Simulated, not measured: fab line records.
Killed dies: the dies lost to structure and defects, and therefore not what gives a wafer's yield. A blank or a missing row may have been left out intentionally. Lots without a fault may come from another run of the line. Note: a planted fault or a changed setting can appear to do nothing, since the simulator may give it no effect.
Which tool was responsible? + flow sky130 + 12 lots, 36 wafers sampled, at 4 steps of a route of 708

## WHAT THE GAUGES READ, wafer by wafer
SKY_VIA3_THK_MEAS_01. Usual: VIA3_HDPCVD_THK gives 1630 nm (standard deviation 20).
| lot  | measured     | on            | VIA3_HDPCVD_THK (nm) | flag |
|------|--------------|---------------|----------------------|------|
| L849 | day 38 12:44 | film_metro-01 | 1635 1616 1631       |      |
| L851 | day 39 09:28 | film_metro-04 | 1625 1621 1635       |      |
| L854 | day 40 06:47 | film_metro-03 | 1630 1658 1635       |      |
| L855 | day 40 18:43 | film_metro-01 | 1608 1637 1615       |      |
| L858 | day 41 11:05 | film_metro-01 | 3242 3252 3249       | OFF  |
| L861 | day 42 10:02 | film_metro-04 | 3299 3247 3280       | OFF  |
| L863 | day 42 19:17 | film_metro-03 | 3258 3202 3241       | OFF  |
| L867 | day 43 18:11 | film_metro-04 | 1643 1642 1621       |      |
| L866 | day 43 19:35 | film_metro-04 | 1609 1638 1628       |      |
| L868 | day 43 22:25 | film_metro-04 | 1628 1630 1624       |      |
| L869 | day 44 14:08 | film_metro-03 | 1684 1649 1654       |      |
| L872 | day 45 10:58 | film_metro-03 | 1661 1625 1618       |      |

## EACH LOT AND THE TOOL THAT RAN IT (in order: tool; ch and the chambers of the sampled wafers; start)
| lot  | SKY_METAL3_SPUTTER_00        | SKY_METAL3_SPUTTER_01        | SKY_VIA3_HDPCVD_00               |
|------|------------------------------|------------------------------|----------------------------------|
| L849 | pvd_sputter-01, day 36 05:48 | pvd_sputter-01, day 36 05:49 | hdpcvd-01 ch 0,1,2, day 38 12:34 |
| L851 | pvd_sputter-02, day 37 02:59 | pvd_sputter-02, day 37 03:01 | hdpcvd-02 ch 1,2, day 39 09:17   |
| L854 | pvd_sputter-04, day 38 02:54 | pvd_sputter-04, day 38 02:55 | hdpcvd-01 ch 0,1,2, day 40 06:37 |
| L855 | pvd_sputter-01, day 38 14:35 | pvd_sputter-01, day 38 14:37 | hdpcvd-01 ch 0,1,2, day 40 18:33 |
| L858 | pvd_sputter-04, day 39 07:06 | pvd_sputter-04, day 39 07:07 | hdpcvd-01 ch 0,2, day 41 10:35   |
| L861 | pvd_sputter-02, day 40 08:54 | pvd_sputter-02, day 40 08:55 | hdpcvd-01 ch 0,1,2, day 42 09:32 |
| L863 | pvd_sputter-04, day 40 16:35 | pvd_sputter-04, day 40 16:37 | hdpcvd-01 ch 0,2, day 42 18:47   |
| L867 | pvd_sputter-01, day 41 17:11 | pvd_sputter-01, day 41 17:13 | hdpcvd-02 ch 0,1,2, day 43 18:01 |
| L866 | pvd_sputter-02, day 41 18:31 | pvd_sputter-02, day 41 18:32 | hdpcvd-02 ch 0,2, day 43 19:25   |
| L868 | pvd_sputter-02, day 41 21:08 | pvd_sputter-02, day 41 21:09 | hdpcvd-02 ch 0,2, day 43 22:14   |
| L869 | pvd_sputter-04, day 42 13:49 | pvd_sputter-04, day 42 13:50 | hdpcvd-01 ch 1,2, day 44 13:56   |
| L872 | pvd_sputter-02, day 43 12:42 | pvd_sputter-02, day 43 12:43 | hdpcvd-01 ch 0,1, day 45 10:47   |
- SKY_METAL3_SPUTTER_00: material Ti, target thk 15 nm, time 10 s.
- SKY_METAL3_SPUTTER_01: material TiN, target thk 20 nm, time 16.7 s.
- SKY_VIA3_HDPCVD_00: deposits SiO2, target thk 1635 nm, time 272.5 s.

## WHAT THE TOOLS THEMSELVES READ (means of the sampled wafers that have a number; where no wafer has one, the mark that the record gives instead)
SKY_METAL3_SPUTTER_00. Usual: throttle_valve_pct reads 30.2 % (standard deviation 1.2).
| lot  | tool           | throttle_valve_pct (%) | flag |
|------|----------------|------------------------|------|
| L849 | pvd_sputter-01 | 30.2                   |      |
| L851 | pvd_sputter-02 | 31.0                   |      |
| L854 | pvd_sputter-04 | 29.3                   |      |
| L855 | pvd_sputter-01 | 30.7                   |      |
| L858 | pvd_sputter-04 | 28.9                   |      |
| L861 | pvd_sputter-02 | 31.5                   |      |
| L863 | pvd_sputter-04 | 29.2                   |      |
| L867 | pvd_sputter-01 | 29.5                   |      |
| L866 | pvd_sputter-02 | 31.0                   |      |
| L868 | pvd_sputter-02 | 31.0                   |      |
| L869 | pvd_sputter-04 | 29.6                   |      |
| L872 | pvd_sputter-02 | 31.0                   |      |

SKY_METAL3_SPUTTER_01. Usual: throttle_valve_pct reads 30.2 % (standard deviation 1.2).
| lot  | tool           | throttle_valve_pct (%) | flag |
|------|----------------|------------------------|------|
| L849 | pvd_sputter-01 | 30.2                   |      |
| L851 | pvd_sputter-02 | 31.0                   |      |
| L854 | pvd_sputter-04 | 29.2                   |      |
| L855 | pvd_sputter-01 | 30.5                   |      |
| L858 | pvd_sputter-04 | 29.1                   |      |
| L861 | pvd_sputter-02 | 31.5                   |      |
| L863 | pvd_sputter-04 | 29.1                   |      |
| L867 | pvd_sputter-01 | 29.6                   |      |
| L866 | pvd_sputter-02 | 31.2                   |      |
| L868 | pvd_sputter-02 | 30.8                   |      |
| L869 | pvd_sputter-04 | 29.7                   |      |
| L872 | pvd_sputter-02 | 31.0                   |      |

SKY_VIA3_HDPCVD_00. Usual: sih4_flow_sccm reads 59.99 sccm (standard deviation 0.2).
| lot  | tool      | sih4_flow_sccm (sccm) | flag |
|------|-----------|-----------------------|------|
| L849 | hdpcvd-01 | 60.17                 |      |
| L851 | hdpcvd-02 | 59.81                 |      |
| L854 | hdpcvd-01 | 60.01                 |      |
| L855 | hdpcvd-01 | 60.05                 |      |
| L858 | hdpcvd-01 | 60.07                 |      |
| L861 | hdpcvd-01 | 59.98                 |      |
| L863 | hdpcvd-01 | 59.98                 |      |
| L867 | hdpcvd-02 | 60.05                 |      |
| L866 | hdpcvd-02 | 60.06                 |      |
| L868 | hdpcvd-02 | 60.07                 |      |
| L869 | hdpcvd-01 | 60.04                 |      |
| L872 | hdpcvd-01 | 59.88                 |      |

## THE ANSWER, worked out from the rows above alone
Rule: a lot counts as off when the mean over its wafers that have a number is more than 3 standard deviations away from the usual mean. A lot without any number at a reading at which 4 lots or more have one is off too. Where the step has rows for the other lots, those lots are counted as sound. First the gauges in route order, then the tools' own readings, where a lot's mean is used as printed above. The first step at which some lot is off is used, and at that step the reading that is off furthest; a lot without a number counts as furthest.
Off: at SKY_VIA3_THK_MEAS_01 (VIA3_HDPCVD_THK), L858, L861, L863.
A tool fits if, at a process step before that reading, it ran every lot that is off, and no sound lot after the first of them. Gauges at SKY_VIA3_THK_MEAS_01: tried the same way as those tools. Of those tried, none fits.

## WHAT THE SIMULATOR HAD PUT IN
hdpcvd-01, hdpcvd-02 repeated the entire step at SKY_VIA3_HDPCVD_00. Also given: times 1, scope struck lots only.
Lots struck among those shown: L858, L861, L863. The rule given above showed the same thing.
